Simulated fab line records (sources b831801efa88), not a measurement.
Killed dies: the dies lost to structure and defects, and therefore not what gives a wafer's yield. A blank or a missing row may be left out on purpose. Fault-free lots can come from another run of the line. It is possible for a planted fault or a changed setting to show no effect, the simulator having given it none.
fab line records	flow sfq-line
record: lots: 14	wafers: 42	last-day: 80
route steps=325 shown M2@100 M5@207 R5@223 I7@298
lots untouched by any fault: they come from a run of this same line in which no faults occurred
start-h: hours from the record's first day to the start of the lot's first wafer shown	wait-h: hours elapsed since this lot's preceding step	" unchanged from the row above	L1.1+2: one row covering several wafers at once	- no value present, or no start provided	* or withheld: withheld	< > ~ a bound
route shown NAME@n: names a module that has steps shown in the file, with the first one's number in the route	usual: mean/standard deviation of fault-free wafers	same: alike in all rows	chamber/n: place in a boat	sites: the reading at each site	_std_site: standard deviation across them	_edge_site: outer sites' mean less inner sites'	radius-mm: for every site, how far away it sits from the centre of the wafer	mask NAME#n: copy n	behind: the most recent tool/chamber to have shaped the wafer	hold: why the lot went on hold/how many hours it stayed there/how the hold came to an end	device: whichever transistor did not switch (one of n, p or np)	end of line: the same wafers' tests at the end of the route	a step with no rows: only its recipe	killed: at the first sort, the dies lost to defects and structure; wafer yield is something else	map: shows each die of a wafer: x if killed, . if not, _ if none is there
set.NAME: the run value of the setting; set.NAME@STEP: its run value at that earlier step	model.NAME: the simulator's own value behind a step, which no gauge read
steps of the route over a sample of lots; a table a step, a row a wafer
services: the hour from which a tool's chamber was out of use, counted from the record's first day as start-h (under 0 if before that day), plus the number of hours and why
== steps ==
step: SFQ_TRILAYER_M2_ETCH_METAL_ETCH_060
recipe: target: Nb	stop-on: SiO2	mask-material: PR	chemistry: Cl2/Ar	target-depth-nm: 240	icp-w: 600	bias-w: 80	pressure-mtorr: 10	time-s: 120
usual: drypump-motor-current-A: 5.4/0.4	he-backside-leak-sccm: 3.43/0.21	oes-product-au: 0.892/0.0078	run-length-s: 148.33/0.27
lot.wafer	tool	chamber	start-h	wait-h	drypump-motor-current-A	he-backside-leak-sccm	oes-product-au	rf-hours-counter-h	run-length-s
L384.1	rie-metal-02	1	410.53	0.0	5.9	3.39	0.882	47	147.84
L384.5	"	1	"	"	5.9	3.22	0.901	-	147.91
L384.6	"	0	"	"	5.8	3.43	0.886	-	147.96
L385.2	rie-metal-04	1	417.73	0.1	4.9	3.39	0.886	-	148.26
L385.3	"	1	"	"	4.8	3.57	0.891	-	148.38
L385.4	"	1	"	"	4.9	3.47	0.893	-	148.44
L386.1	rie-metal-04	1	429.69	0.1	4.8	3.43	0.896	26	148.58
L386.2	"	1	"	"	4.9	3.31	0.899	-	148.57
L386.5	"	1	"	"	4.9	3.50	0.911	-	148.40
L388.3	rie-metal-02	0	453.67	0.1	5.8	3.77	0.886	-	148.21
L388.4	"	1	"	"	5.9	3.41	0.894	-	147.94
L388.6	"	0	"	"	5.8	3.82	0.894	-	148.85
L389.1	rie-metal-02	0	459.18	0.0	5.7	3.34	0.899	89	148.28
L389.2	"	1	"	"	5.9	3.43	0.912	55	148.03
L389.4	"	1	"	"	5.9	3.21	0.895	-	148.53
L393.1	rie-metal-02	1	490.47	0.0	5.9	3.35	0.890	63	148.04
L393.2	"	0	"	"	5.8	3.76	0.884	96	148.74
L393.4	"	1	"	"	5.9	3.43	0.889	-	148.16
L394.1	rie-metal-02	0	493.98	0.0	5.8	3.83	0.999	98	122.81
L394.2	"	1	"	"	5.9	3.29	0.998	65	123.14
L394.4	"	0	"	"	5.8	3.85	1.006	-	122.79
L395.1	rie-metal-02	1	502.38	0.0	6.0	3.34	1.011	67	122.75
L395.3	"	0	"	"	5.7	3.42	1.007	-	123.37
L395.4	"	1	"	"	6.0	3.35	0.993	-	122.98
L400.3	rie-metal-03	0	546.45	0.1	5.3	3.61	0.896	-	148.27
L400.5	"	0	"	"	5.3	3.45	0.897	-	148.30
L400.6	"	0	"	"	5.3	3.47	0.889	-	148.69
L401.1	rie-metal-04	0	552.31	0.0	5.1	3.24	0.880	19	148.62
L401.4	"	0	"	"	5.1	3.16	0.879	-	148.02
L401.6	"	0	"	"	5.1	3.07	0.880	-	148.49
L402.2	rie-metal-04	1	561.91	0.0	4.8	3.49	0.891	49	148.78
L402.3	"	0	"	"	5.1	3.21	0.907	-	148.66
L402.5	"	0	"	"	5.1	3.23	0.897	-	148.59
L403.2	rie-metal-03	0	571.51	0.0	5.3	3.74	0.880	11	148.35
L403.4	"	1	"	"	5.4	3.47	0.879	-	148.11
L403.5	"	1	"	"	5.4	3.44	0.874	-	148.11
L404.1	rie-metal-03	1	581.11	0.0	5.4	3.34	0.876	6	148.33
L404.2	"	0	"	"	5.3	3.61	0.885	14	148.09
L404.6	"	0	"	"	5.3	3.25	0.885	-	148.35
L406.1	rie-metal-04	0	596.61	0.0	5.1	3.06	0.888	29	148.19
L406.3	"	0	"	"	5.1	2.97	0.879	-	148.15
L406.5	"	1	"	"	4.9	3.45	0.893	-	148.60
step: SFQ_TRILAYER_M5_STRIP_STRIP_127
recipe: gas: O2	power-w: 200	platen-temp-c: 40	overash-fraction: 0.65	chemistry: O2	pressure-mtorr: 50
usual: drypump-motor-current-A: 5.5/0.3	he-backside-leak-sccm: 3.6/0.4	oes-product-au: 1.012/0.01
lot.wafer	tool	chamber	start-h	wait-h	drypump-motor-current-A	he-backside-leak-sccm	oes-product-au	rf-hours-counter-h
L384.1	rie-metal-03	0	1077.75	0.1	5.3	3.6	0.987	97
L384.5	"	1	"	"	5.4	3.6	1.021	-
L384.6	"	0	"	"	5.3	3.5	0.999	-
L385.2	rie-metal-01	1	1085.41	0.5	5.2	3.7	1.031	-
L385.3	"	1	"	"	5.2	3.7	1.027	-
L385.4	"	1	"	"	5.2	3.7	1.035	-
L386.1	rie-metal-03	0	1100.87	0.1	5.3	3.4	0.999	101
L386.2	"	1	"	"	5.4	3.6	1.018	90
L386.5	"	0	"	"	5.3	3.7	0.992	-
L388.3	rie-metal-02	0	1134.67	0.3	5.8	4.0	1.011	-
L388.4	"	1	"	"	5.9	3.3	1.025	-
L388.6	"	0	"	"	5.7	3.8	1.008	-
L389.1	rie-metal-01	0	1151.77	0.1	5.1	3.1	1.013	7
L389.2	"	1	"	"	5.2	3.8	1.031	142
L389.4	"	1	"	"	5.2	3.8	1.030	-
L393.1	rie-metal-02	0	1334.35	0.1	5.7	3.8	1.002	62
L393.2	"	1	"	"	5.9	3.4	1.015	17
L393.4	"	1	"	"	5.9	3.4	1.016	-
L394.1	rie-metal-01	1	1343.50	0.1	5.2	3.6	1.009	8
L394.2	"	0	"	"	5.1	3.2	1.013	31
L394.4	"	0	"	"	5.1	3.4	1.013	-
L395.1	rie-metal-02	0	1347.10	0.1	5.7	3.7	1.005	64
L395.3	"	1	"	"	6.0	3.3	1.018	-
L395.4	"	0	"	"	5.8	3.6	1.008	-
L400.3	rie-metal-02	0	1400.38	0.3	5.8	3.7	1.014	-
L400.5	"	0	"	"	5.7	4.0	1.010	-
L400.6	"	1	"	"	5.9	3.4	1.013	-
L401.1	rie-metal-03	1	1410.03	0.3	5.4	3.6	1.019	129
L401.4	"	1	"	"	5.4	3.6	1.012	-
L401.6	"	1	"	"	5.4	3.6	1.012	-
L402.2	rie-metal-02	0	1437.65	0.1	5.8	3.8	1.015	73
L402.3	"	0	"	"	5.8	3.7	1.011	-
L402.5	"	1	"	"	5.9	3.5	1.016	-
L403.2	rie-metal-01	0	1443.73	0.2	5.0	3.0	1.009	43
L403.4	"	0	"	"	5.1	3.2	1.013	-
L403.5	"	0	"	"	5.1	3.3	1.019	-
L404.1	rie-metal-03	1	1444.85	0.1	5.4	3.6	1.006	134
L404.2	"	0	"	"	5.3	3.8	0.991	140
L404.6	"	1	"	"	5.4	3.6	1.008	-
L406.1	rie-metal-02	1	1455.77	0.1	5.9	5.9	1.012	31
L406.3	"	1	"	"	5.9	3.5	1.023	-
L406.5	"	0	"	"	5.7	3.6	1.016	-
step: SFQ_R5_OVL_MEAS_935
usual: R5_OVL: 3/5.7
lot.wafer	tool	chamber	start-h	wait-h	R5_OVL[nm]
L384.1	overlay-01	-	1259.11	0.1	9
L384.5	"	-	"	"	15
L384.6	"	-	"	"	15
L385.2	overlay-01	-	1266.32	0.1	-4
L385.3	"	-	"	"	-3
L385.4	"	-	"	"	-7
L386.1	overlay-01	-	1273.51	0.1	0
L386.2	"	-	"	"	2
L386.5	"	-	"	"	-1
L388.3	overlay-02	-	1292.85	0.1	-1
L388.4	"	-	"	"	-1
L388.6	"	-	"	"	6
L389.1	overlay-01	-	1296.54	0.1	-3
L389.2	"	-	"	"	1
L389.4	"	-	"	"	1
L393.1	overlay-02	-	1345.91	0.1	3
L393.2	"	-	"	"	4
L393.4	"	-	"	"	5
L394.1	overlay-01	-	1355.51	0.1	0
L394.2	"	-	"	"	-1
L394.4	"	-	"	"	6
L395.1	overlay-01	-	1483.33	0.1	10
L395.3	"	-	"	"	12
L395.4	"	-	"	"	10
L400.3	overlay-01	-	1519.65	0.1	3
L400.5	"	-	"	"	6
L400.6	"	-	"	"	4
L401.1	overlay-01	-	1529.17	0.1	-8
L401.4	"	-	"	"	-4
L401.6	"	-	"	"	-9
L402.2	overlay-01	-	1550.78	0.1	0
L402.3	"	-	"	"	-2
L402.5	"	-	"	"	2
L403.2	overlay-02	-	1555.58	0.1	5
L403.4	"	-	"	"	8
L403.5	"	-	"	"	11
L404.1	overlay-02	-	1556.77	0.1	1
L404.2	"	-	"	"	5
L404.6	"	-	"	"	2
L406.1	overlay-01	-	1566.37	0.1	1
L406.3	"	-	"	"	-2
L406.5	"	-	"	"	6
step: SFQ_I7_BOW_MEAS_946
recipe: mode: bow
usual: I7_BOW: 11/12
lot.wafer	tool	chamber	start-h	wait-h	I7_BOW[um]
L384.1	film-metro-01	-	1600.44	1.0	20
L384.5	"	-	"	"	19
L384.6	"	-	"	"	16
L385.2	film-metro-01	-	1603.46	1.0	19
L385.3	"	-	"	"	22
L385.4	"	-	"	"	29
L386.1	film-metro-03	-	1606.44	1.0	8
L386.2	"	-	"	"	8
L386.5	"	-	"	"	3
L388.3	film-metro-01	-	1615.48	1.5	19
L388.4	"	-	"	"	19
L388.6	"	-	"	"	14
L389.1	film-metro-03	-	1618.11	1.0	17
L389.2	"	-	"	"	13
L389.4	"	-	"	"	13
L393.1	film-metro-01	-	1647.00	2.0	-12
L393.2	"	-	"	"	-25
L393.4	"	-	"	"	-2
L394.1	film-metro-03	-	1648.80	1.5	20
L394.2	"	-	"	"	11
L394.4	"	-	"	"	3
L395.1	film-metro-01	-	1656.10	1.0	3
L395.3	"	-	"	"	4
L395.4	"	-	"	"	2
L400.3	film-metro-03	-	1673.66	1.5	29
L400.5	"	-	"	"	25
L400.6	"	-	"	"	25
L401.1	film-metro-01	-	1676.62	1.5	-9
L401.4	"	-	"	"	-4
L401.6	"	-	"	"	5
L402.2	film-metro-03	-	1681.32	2.5	22
L402.3	"	-	"	"	16
L402.5	"	-	"	"	25
L403.2	film-metro-03	-	1688.52	1.0	3
L403.4	"	-	"	"	2
L403.5	"	-	"	"	24
L404.1	film-metro-03	-	1693.58	1.5	17
L404.2	"	-	"	"	14
L404.6	"	-	"	"	6
L406.1	film-metro-01	-	1698.12	2.0	31
L406.3	"	-	"	"	18
L406.5	"	-	"	"	17
== services ==
tool	chamber	start-h	hours	kind
rie-metal-02	1	396.81	7.1	repair
rie-metal-04	0	409.70	9.2	repair
rie-metal-04	-	477.13	2.8	pm
rie-metal-03	-	502.13	0.9	repair
rie-metal-03	-	530.76	5.5	repair
rie-metal-02	-	576.12	40.3	repair
rie-metal-02	0	609.02	1.0	repair
rie-metal-03	-	837.32	15.6	pm
rie-metal-03	-	866.77	14.6	pm
rie-metal-03	1	942.42	2.1	repair
rie-metal-03	-	962.67	28.1	pm
rie-metal-02	0	1059.60	20.6	repair
rie-metal-03	1	1079.16	8.3	repair
rie-metal-02	1	1103.49	5.7	repair
rie-metal-02	-	1124.02	2.8	pm
rie-metal-03	-	1134.19	2.8	pm
rie-metal-03	-	1197.77	1.3	repair
rie-metal-02	1	1245.18	11.8	repair
rie-metal-02	-	1280.43	2.0	repair
rie-metal-02	1	1312.15	21.1	repair
rie-metal-03	-	1357.59	0.9	repair
rie-metal-02	-	1363.36	14.6	pm
rie-metal-03	-	1391.84	1.2	repair
rie-metal-03	0	1400.56	18.8	repair
== key ==
first-sign: step: SFQ_TRILAYER_M2_ETCH_METAL_ETCH_060	reading: run-length-s	direction: down	sigmas: 95	usual: *	struck: *
effect: step: SFQ_TRILAYER_M2_ETCH_METAL_ETCH_060	reading: oes-product-au	direction: up	sigmas: 14	usual: 0.892	struck: 1.002
met-at SFQ_TRILAYER_M2_ETCH_METAL_ETCH_060
struck-lots L394,L395
not-acting-at SFQ_TRILAYER_M5_STRIP_STRIP_127,SFQ_R5_OVL_MEAS_935,SFQ_I7_BOW_MEAS_946
onset-between 490.47 493.98
fault: kind: process-parameter-drift	tool: rie-metal-02	chamber: -	onset-h: 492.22	steps: SFQ_TRILAYER_M2_ETCH_METAL_ETCH_060	channel: time-s	offset: *	shape: step	end-h: 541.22	acts-in: *	stated: *
